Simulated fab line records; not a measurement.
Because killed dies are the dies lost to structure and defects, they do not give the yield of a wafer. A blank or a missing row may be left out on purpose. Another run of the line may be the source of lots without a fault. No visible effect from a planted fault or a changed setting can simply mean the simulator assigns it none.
Matching of chambers | flow sky130 | 4 sister chambers for SKY_VIA2_ETCH_15 on rie_diel-03
The step etches SiO2 in C4F8/O2/Ar, stops on TiN, target depth 546 nm, time 84 s. 18 wafers are shown with their chamber, then 9 later ones without.

== WAFERS WITH THEIR CHAMBER ==
wafer  | chamber | rf_fwd_power_W (W) | chamber_pressure_mTorr (mTorr) | oes_product_au (a.u.)
L074.2 | 1       | 1490               | 40.00                          | 0.939
L074.3 | 0       | 1493               | 40.01                          | 0.937
L074.4 | 2       | 1482               | 39.99                          | 0.933
L076.1 | 1       | 1494               | 40.03                          | 0.938
L076.2 | 3       | 1488               | 40.04                          | 0.938
L076.6 | 3       | 1483               | 39.99                          | 0.933
L080.1 | 3       | 1491               | 39.97                          | 0.947
L080.2 | 0       | 1487               | 39.99                          | 0.935
L080.6 | 2       | 1486               | 40.08                          | 0.945
L081.1 | 0       | 1497               | 40.00                          | 0.944
L081.2 | 1       | 1476               | 40.02                          | 0.942
L081.4 | 3       | 1494               | 40.04                          | 0.939
L084.1 | 1       | 1486               | 40.06                          | 0.932
L084.3 | 3       | 1485               | 40.05                          | 0.938
L084.5 | 3       | 1496               | 40.00                          | 0.936
L085.1 | 2       | 1481               | 39.97                          | 0.940
L085.4 | 1       | 1493               | 40.00                          | 0.946
L085.5 | 1       | 1490               | 40.07                          | 0.935

SIGNATURES (means of the wafers above)
reading                | chamber 0 | chamber 1 | chamber 2 | chamber 3 | scatter within a chamber
rf_fwd_power_W         | 1492.33   | 1488.17   | 1483.00   | 1489.50   | 5.42
chamber_pressure_mTorr | 40.0000   | 40.0300   | 40.0133   | 40.0150   | 0.0347
oes_product_au         | 0.93867   | 0.93867   | 0.93933   | 0.93850   | 0.005
Rule: a wafer lies at a distance from a chamber equal to the root of the sum of squares, over the readings, of (its reading less the chamber's mean, divided by the reading's scatter). If the next closest chamber is less than 2 further off than the closest, the wafer can't be placed; otherwise it belongs to the closest. The scatter: take each reading less its chamber's mean, square it, sum over the shown wafers, divide by the number of wafers less the number of chambers, and take the root.

== WAFERS WITH NO CHAMBER GIVEN ==
wafer  | rf_fwd_power_W (W) | chamber_pressure_mTorr (mTorr) | oes_product_au (a.u.)
L092.4 | 1488               | 40.01                          | 0.936
L092.5 | 1491               | 40.02                          | 0.940
L092.6 | 1492               | 39.97                          | 0.936
L096.2 | 1485               | 39.98                          | 0.934
L096.3 | 1491               | 40.05                          | 0.943
L096.4 | 1491               | 39.98                          | 0.925
L097.1 | 1494               | 40.02                          | 0.937
L097.2 | 1493               | 40.03                          | 0.937
L097.6 | 1493               | 40.02                          | 0.933

== CHAMBER TAKEN BY EACH ==
wafer  | from the rows above               | in truth
L092.4 | can't be placed: 3 or 1 or 0 or 2 | 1
L092.5 | can't be placed: 3 or 1 or 0 or 2 | 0
L092.6 | can't be placed: 0 or 3 or 1 or 2 | 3
L096.2 | can't be placed: 2 or 3 or 0 or 1 | 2
L096.3 | can't be placed: 1 or 3 or 0 or 2 | 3
L096.4 | can't be placed: 0 or 3 or 1 or 2 | 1
L097.1 | can't be placed: 0 or 3 or 1 or 2 | 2
L097.2 | can't be placed: 3 or 0 or 1 or 2 | 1
L097.6 | can't be placed: 0 or 3 or 1 or 2 | 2
Correctly placed: 0 of 9. Can't be placed from these rows: 9 (the true chamber is among the candidates in 9). Number placed wrongly: 0.
